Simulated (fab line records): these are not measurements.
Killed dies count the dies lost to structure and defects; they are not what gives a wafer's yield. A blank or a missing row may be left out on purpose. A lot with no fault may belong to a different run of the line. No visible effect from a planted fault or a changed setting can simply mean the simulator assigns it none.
Which tool was responsible? + flow sky130 + Sampling: 12 lots, 36 wafers, 5 of 708 route steps

WHAT THE GAUGES READ, wafer by wafer
SKY_SONOS_TUNNEL_TW_MEAS_12.
| lot  | measured     | on            | SONOS_TUNNEL_TW   |
|------|--------------|---------------|-------------------|
| L460 | day 12 00:06 | film metro-04 | 200.4 200.2 198.8 |
| L461 | day 12 06:42 | film metro-01 | 195.1 194.7 193.9 |
| L463 | day 13 00:21 | film metro-01 | 194.3 195.4 194.7 |
| L468 | day 14 15:04 | film metro-04 | 185.7 186.4 187.0 |
| L469 | day 15 00:53 | film metro-03 | 180.8 181.5 180.2 |
| L473 | day 16 07:33 | film metro-03 | 194.5 195.2 195.0 |
| L474 | day 16 19:04 | film metro-01 | 194.4 194.3 195.8 |
| L475 | day 17 00:16 | film metro-04 | 200.4 200.0 200.7 |
| L477 | day 17 17:40 | film metro-03 | 195.0 194.2 195.1 |
| L478 | day 18 08:25 | film metro-01 | 195.2 194.6 195.2 |
| L479 | day 18 15:10 | film metro-01 | 195.4 195.9 195.1 |
| L481 | day 19 05:04 | film metro-01 | 196.4 195.1 197.0 |

SKY_LDD_LDN_TW_MEAS_13.
| lot  | measured     | on            | LDD_LDN_TW     |
|------|--------------|---------------|----------------|
| L460 | day 23 10:17 | film metro-03 | 1480 1474 1471 |
| L461 | day 24 03:20 | film metro-03 | 1491 1478 1486 |
| L463 | day 24 16:31 | film metro-01 | 1467 1449 1454 |
| L468 | day 26 10:55 | film metro-01 | 1458 1457 1459 |
| L469 | day 26 21:23 | film metro-02 | 1481 1499 1492 |
| L473 | day 28 08:32 | film metro-01 | 1460 1470 1466 |
| L474 | day 28 16:39 | film metro-03 | 1477 1486 1478 |
| L475 | day 28 22:04 | film metro-03 | 1478 1477 1471 |
| L477 | day 29 21:23 | film metro-03 | 1465 1459 1469 |
| L478 | day 30 01:02 | film metro-01 | 1455 1460 1459 |
| L479 | day 30 08:25 | film metro-03 | 1467 1481 1478 |
| L481 | day 31 22:23 | film metro-01 | 1473 1479 1475 |

SKY_POLY_CUT_CD_MEAS_08 targets a cd of 270 nm.
| lot  | measured     | on        | cd nm (nm)        |
|------|--------------|-----------|-------------------|
| L460 | day 25 20:17 | cd sem-02 | 269.9 269.2 268.9 |
| L461 | day 25 20:59 | cd sem-02 | 269.9 266.9 268.6 |
| L463 | day 25 23:38 | cd sem-02 | 271.5 272.0 271.0 |
| L468 | day 27 17:19 | cd sem-02 | 271.9 270.9 273.3 |
| L469 | day 28 02:56 | cd sem-01 | 269.8 269.4 268.8 |
| L473 | day 29 14:07 | cd sem-02 | 270.9 269.1 270.0 |
| L474 | day 29 22:34 | cd sem-02 | 270.9 272.4 271.1 |
| L475 | day 30 04:40 | cd sem-02 | 271.1 268.8 270.0 |
| L477 | day 31 03:08 | cd sem-01 | 269.6 268.7 269.4 |
| L478 | day 31 05:35 | cd sem-01 | 271.3 272.0 272.3 |
| L479 | day 31 12:55 | cd sem-02 | 271.2 272.1 272.4 |
| L481 | day 33 03:22 | cd sem-01 | 270.7 272.0 271.1 |

WHAT TOOL EACH LOT RAN ON (gives the tool, then ch and the chambers of the sampled wafers, and finally the start)
| lot  | SKY_SONOS_TUNNEL_IMPLANT_09     | SKY_SONOS_ONO_STRIP_17               |
|------|---------------------------------|--------------------------------------|
| L460 | implanter-04 ch 0, day 11 23:41 | plasma asher-02 ch 0,1, day 13 06:21 |
| L461 | implanter-04 ch 0, day 12 06:17 | plasma asher-02 ch 0,1, day 13 14:32 |
| L463 | implanter-02 ch 0, day 12 23:56 | plasma asher-02 ch 0,1, day 14 06:26 |
| L468 | implanter-04 ch 0, day 14 14:41 | plasma asher-02 ch 0,1, day 16 00:52 |
| L469 | implanter-04 ch 0, day 15 00:23 | plasma asher-02 ch 0,1, day 16 09:53 |
| L473 | implanter-03 ch 0, day 16 07:09 | plasma asher-01 ch 0,1, day 18 01:50 |
| L474 | implanter-02 ch 0, day 16 18:40 | plasma asher-02 ch 0,1, day 18 07:46 |
| L475 | implanter-03 ch 0, day 16 23:45 | plasma asher-04 ch 0,1, day 18 10:25 |
| L477 | implanter-04 ch 0, day 17 17:15 | plasma asher-02 ch 0, day 19 16:07   |
| L478 | implanter-04 ch 0, day 18 08:02 | plasma asher-02 ch 0,1, day 19 22:42 |
| L479 | implanter-02 ch 0, day 18 14:46 | plasma asher-01 ch 1, day 20 04:25   |
| L481 | implanter-02 ch 0, day 19 04:40 | plasma asher-04 ch 0,1, day 20 17:08 |
- SKY_SONOS_TUNNEL_IMPLANT_09
- SKY_SONOS_ONO_STRIP_17: strips in O2/N2.

AS READ BY THE TOOLS THEMSELVES (means over the sampled wafers that have a number; for cases with no such wafer, the mark the record gives instead)
SKY_SONOS_TUNNEL_IMPLANT_09.
| lot  | tool         | beam on s (s) | faraday current uA |
|------|--------------|---------------|--------------------|
| L460 | implanter-04 | 9.98          | 5.65               |
| L461 | implanter-04 | 9.80          | 5.76               |
| L463 | implanter-02 | 10.03         | 5.63               |
| L468 | implanter-04 | 7.67          | 7.35               |
| L469 | implanter-04 | 7.65          | 7.36               |
| L473 | implanter-03 | 10.08         | 5.61               |
| L474 | implanter-02 | 10.18         | 5.53               |
| L475 | implanter-03 | 9.83          | 5.75               |
| L477 | implanter-04 | 10.00         | 5.65               |
| L478 | implanter-04 | 10.05         | 5.61               |
| L479 | implanter-02 | 10.04         | 5.61               |
| L481 | implanter-02 | 10.05         | 5.60               |

SKY_SONOS_ONO_STRIP_17.
| lot  | tool            | drypump motor current A (A) | oes product au (a.u.) | strip time to endpoint s (s) |
|------|-----------------|-----------------------------|-----------------------|------------------------------|
| L460 | plasma asher-02 | 6.0                         | 0.714                 | 14.04                        |
| L461 | plasma asher-02 | 6.0                         | 0.708                 | 14.15                        |
| L463 | plasma asher-02 | 5.9                         | 0.712                 | 14.13                        |
| L468 | plasma asher-02 | 5.9                         | 0.711                 | 14.13                        |
| L469 | plasma asher-02 | 6.0                         | 0.710                 | 14.10                        |
| L473 | plasma asher-01 | 5.8                         | 0.704                 | 14.15                        |
| L474 | plasma asher-02 | 5.9                         | 0.709                 | 14.12                        |
| L475 | plasma asher-04 | 5.2                         | 0.707                 | 14.07                        |
| L477 | plasma asher-02 | 5.8                         | 0.712                 | 14.11                        |
| L478 | plasma asher-02 | 5.9                         | 0.713                 | 14.08                        |
| L479 | plasma asher-01 | 5.6                         | 0.713                 | 14.13                        |
| L481 | plasma asher-04 | 5.2                         | 0.712                 | 14.10                        |

THE ANSWER, worked out from the rows above alone
Rule: the usual values come from the lots themselves. The widest of any qualifying gaps counts: lots, ordered by their means at a reading, are off when they make up no more than a third of the lots, leave a main group of 4 or more, and stand apart from it by 3 or more times the standard deviation of that group's means. Not used: any main group whose means are identical at the precision the tables above print for the reading. Also off: a lot with no number at a reading for which 4 or more lots have one. All remaining lots with rows at the step are treated as sound. First the gauges in route order, then the tools' own readings, where a lot's mean is used as printed above. At the first step where some lot is off, the reading lying furthest off is the one used; lots without a number count as furthest.
Off: at SKY_SONOS_TUNNEL_TW_MEAS_12 (SONOS_TUNNEL_TW), L468, L469. The main group has a mean of 196.1 with a standard deviation of 2.1.
A tool fits if, at a process step before that reading, it ran every lot that is off, and no sound lot after the first of them. The gauges at SKY_SONOS_TUNNEL_TW_MEAS_12 aren't tried: what is off there is off at SKY_SONOS_TUNNEL_IMPLANT_09 too, on other tools, and a gauge's error can't cause that. Not one of the candidates tried fits.

WHAT HAD BEEN PUT IN BY THE SIMULATOR
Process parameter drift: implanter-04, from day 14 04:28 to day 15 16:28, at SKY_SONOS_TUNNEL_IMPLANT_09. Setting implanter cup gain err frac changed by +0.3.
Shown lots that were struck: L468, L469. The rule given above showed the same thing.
